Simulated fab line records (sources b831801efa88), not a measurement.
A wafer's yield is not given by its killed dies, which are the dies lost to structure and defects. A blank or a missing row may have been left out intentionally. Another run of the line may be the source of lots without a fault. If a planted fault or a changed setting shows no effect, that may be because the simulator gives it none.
What tool caused it? | flow gf180mcu | 11 lots with 33 wafers sampled at 2 steps, on a route of 602 steps

== WHAT THE GAUGES SHOWED, per wafer ==
GF_V4_CD_MEAS_14 targets a cd of 260 nm.
lot  | measured     | on        | cd nm (nm)
L624 | day 25 17:50 | cd sem-01 | 259.6 260.9 260.9
L627 | day 26 15:01 | cd sem-01 | 260.5 257.8 260.6
L629 | day 27 08:20 | cd sem-02 | 259.5 259.5 259.6
L631 | day 28 01:25 | cd sem-01 | 261.0 261.9 260.7
L632 | day 28 08:20 | cd sem-02 | 261.3 259.6 260.0
L637 | day 29 13:45 | cd sem-01 | 259.7 260.7 260.9
L638 | day 29 23:56 | cd sem-02 | 261.9 262.1 262.1
L639 | day 30 07:38 | cd sem-01 | 257.7 258.1 258.2
L641 | day 30 18:29 | cd sem-01 | 259.0 258.7 259.8
L642 | day 30 23:39 | cd sem-01 | 260.2 259.4 259.5
L643 | day 31 14:02 | cd sem-01 | 259.8 259.8 259.2

GF_V4_THK_MEAS_25: measures by xrf.
lot  | measured     | on            | V4_W_THK (nm)
L624 | day 25 18:59 | film metro-04 | 363 360 369
L627 | day 26 16:11 | film metro-03 | 358 355 357
L629 | day 27 09:31 | film metro-03 | 353 359 350
L631 | day 28 02:33 | film metro-02 | 346 351 355
L632 | day 28 09:31 | film metro-03 | 363 364 362
L637 | day 29 14:53 | film metro-02 | 356 353 356
L638 | day 30 01:05 | film metro-02 | 348 348 348
L639 | day 30 08:46 | film metro-03 | 358 353 360
L641 | day 30 19:38 | film metro-04 | 353 352 358
L642 | day 31 00:47 | film metro-04 | 356 354 355
L643 | day 31 15:31 | film metro-03 | 354 349 357

== WHICH TOOL RAN EACH LOT (tool, then ch and the chambers of the sampled wafers, then the start) ==
The record shows no process step preceding these readings.

== WHAT THE TOOLS THEMSELVES READ (means of the sampled wafers that have a number; where no wafer has one, the mark that the record gives instead) ==
The record holds no such reading with a usual standard deviation.

== THE ANSWER, worked out from the rows above alone ==
Rule: the usual values come from the lots themselves. Put in order of their means at a reading, lots are off if they are a third of the lots or fewer, leave a main group of 4 or more, and stand apart from it by a gap of 3 or more times the standard deviation of the main group's means; of several such gaps the widest counts. If all means in a main group match to the digits the tables above print for the reading, that group is not used. A lot without any number at a reading at which 4 lots or more have one is off too. Any other lot the step has rows for is counted as sound. First the gauges in route order, then the tools' own readings, where a lot's mean is used as printed above. At the first step where some lot is off, the reading lying furthest off is the one used; lots without a number count as furthest.
None of the lots is off at any reading shown; this tells nothing.

== WHAT WAS PUT IN BY THE SIMULATOR ==
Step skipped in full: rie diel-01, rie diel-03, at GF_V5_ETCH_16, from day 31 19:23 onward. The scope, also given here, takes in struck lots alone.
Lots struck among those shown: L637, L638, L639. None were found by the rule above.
